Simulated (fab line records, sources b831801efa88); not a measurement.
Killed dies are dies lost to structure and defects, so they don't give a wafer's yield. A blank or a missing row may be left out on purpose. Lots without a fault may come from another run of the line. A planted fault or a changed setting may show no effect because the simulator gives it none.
Which tool did it? | flow sky130 | 10 lots, 30 wafers sampled, at 3 steps of a route of 708

WHAT THE GAUGES READ, wafer by wafer
SKY_METAL1_RS_MEAS_05: measures by four-point-probe.
lot  | measured     | on            | METAL1_ALCU_RS (ohm/sq)
L812 | day 31 05:21 | film_metro-02 | 0.1241 0.1258 0.1253
L813 | day 31 19:16 | film_metro-03 | 0.1259 0.1248 0.1268
L815 | day 32 01:26 | film_metro-03 | 0.1288 0.1276 0.1291
L816 | day 32 13:55 | film_metro-02 | 0.1281 0.1268 0.1259
L817 | day 34 03:23 | film_metro-01 | 0.1254 0.1258 0.1260
L822 | day 34 19:50 | film_metro-01 | 0.1289 0.1305 0.1299
L824 | day 35 05:22 | film_metro-01 | 0.1276 0.1271 0.1266
L833 | day 37 22:41 | film_metro-01 | 0.1716 0.1280 0.1279
L834 | day 38 10:47 | film_metro-03 | 0.1263 0.1676 0.1263
L835 | day 38 19:55 | film_metro-03 | 0.1227 0.1224 0.1223

WHICH TOOL RAN EACH LOT (tool, then ch and the chambers of the sampled wafers, then the start)
lot  | SKY_CONTACT_CVD_00              | SKY_METAL1_SPUTTER_02
L812 | pecvd-03 ch 1,2, day 29 23:02   | pvd_sputter-02, day 31 05:14
L813 | pecvd-02 ch 0,2, day 30 12:38   | pvd_sputter-03, day 31 19:10
L815 | pecvd-02 ch 1,2, day 30 19:16   | pvd_sputter-01, day 32 01:20
L816 | pecvd-03 ch 0,1,2, day 31 08:35 | pvd_sputter-02, day 32 13:46
L817 | pecvd-01 ch 0,2, day 32 22:23   | pvd_sputter-02, day 34 03:18
L822 | pecvd-03 ch 0,1,2, day 33 14:02 | pvd_sputter-02, day 34 19:44
L824 | pecvd-01 ch 0,1, day 34 00:38   | pvd_sputter-02, day 35 05:14
L833 | pecvd-01 ch 0,1,2, day 36 18:49 | pvd_sputter-02, day 37 22:36
L834 | pecvd-02 ch 1, day 37 06:10     | pvd_sputter-02, day 38 10:40
L835 | pecvd-03 ch 0,1, day 37 15:35   | pvd_sputter-03, day 38 19:48
- SKY_CONTACT_CVD_00: deposits Si3N4, target thk 75 nm.
- SKY_METAL1_SPUTTER_02: material AlCu, target thk 250 nm, time 13.3 s.

THE ANSWER, worked out from the rows above alone
Rule: what is usual is taken from the lots themselves. Put in order of their means at a reading, lots are off if they are a third of the lots or fewer, leave a main group of 4 or more, and stand apart from it by a gap of 3 or more times the standard deviation of the main group's means; of several such gaps the widest counts. A main group whose means are all the same, to the digits that the tables above print for the reading, isn't used. A lot without any number at a reading at which 4 lots or more have one is off too. The other lots that the step has rows for count as sound.
Off: L833, L834, at SKY_METAL1_RS_MEAS_05 (METAL1_ALCU_RS). The main group: mean 0.1264 ohm/sq, standard deviation 0.0021.
A tool fits if, at a process step before that reading, it ran every lot that is off, and no sound lot after the first of them. The gauges at SKY_METAL1_RS_MEAS_05 are tried like those tools. One fits: pvd_sputter-02 at SKY_METAL1_SPUTTER_02. Its last sound lot is L824 (day 35 05:14), its first lot that is off L833 (day 37 22:36): a fault that began between those two fits.

WHAT THE SIMULATOR HAD PUT IN
Process parameter drift: pvd_sputter-02, from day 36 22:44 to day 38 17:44, at SKY_METAL1_SPUTTER_02. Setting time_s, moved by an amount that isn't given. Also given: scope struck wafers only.
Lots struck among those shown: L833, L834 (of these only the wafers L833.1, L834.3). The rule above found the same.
